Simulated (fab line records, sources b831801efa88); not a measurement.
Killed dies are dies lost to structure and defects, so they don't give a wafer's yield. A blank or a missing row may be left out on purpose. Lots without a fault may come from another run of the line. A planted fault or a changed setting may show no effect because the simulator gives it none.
Chamber matching | flow sky130 | SKY_VIA1_CMP_02 on cmp-02: 4 sister chambers
The step polishes SiO2. 4 wafers are shown with their chamber, then 8 later ones without.

WAFERS WITH THEIR CHAMBER
wafer  | chamber | motor_current_A (A)
L078.5 | 0       | 11.0
L079.2 | 3       | 10.2
L079.6 | 2       | 12.1
L081.3 | 1       | 10.2

WAFERS WITHOUT THEIR CHAMBER
wafer  | motor_current_A (A)
L081.4 | 10.6
L081.6 | 10.7
L082.1 | 12.5
L082.3 | 10.7
L082.4 | 10.9
L088.1 | 11.1
L088.2 | 12.7
L088.5 | 11.5

WHICH CHAMBER EACH WENT THROUGH
wafer  | from the rows above          | in truth
L081.4 | can't be placed: 0 or 1 or 3 | 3
L081.6 | can't be placed: 0 or 1 or 3 | 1
L082.1 | 2                            | 2
L082.3 | can't be placed: 0 or 1 or 3 | 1
L082.4 | can't be placed: 0 or 1 or 3 | 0
L088.1 | 0                            | 0
L088.2 | 2                            | 2
L088.5 | can't be placed: 0 or 2      | 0
Placed correctly: 3 of 8. Can't be placed from these rows: 5 (the true chamber is among the candidates in 5). Placed wrongly: 0.
How it was worked out, from the rows above alone: a wafer's distance from a chamber is the root of the sum, over the readings, of the square of ((its reading less the chamber's mean) divided by the reading's scatter). The wafer belongs to the nearest chamber; if the next one is less than 2 further off, it can't be placed. A chamber's mean is the mean of its shown wafers. The scatter: with one shown wafer a chamber, the root of the mean of the squares of how far each hidden wafer lies from its nearest shown one.
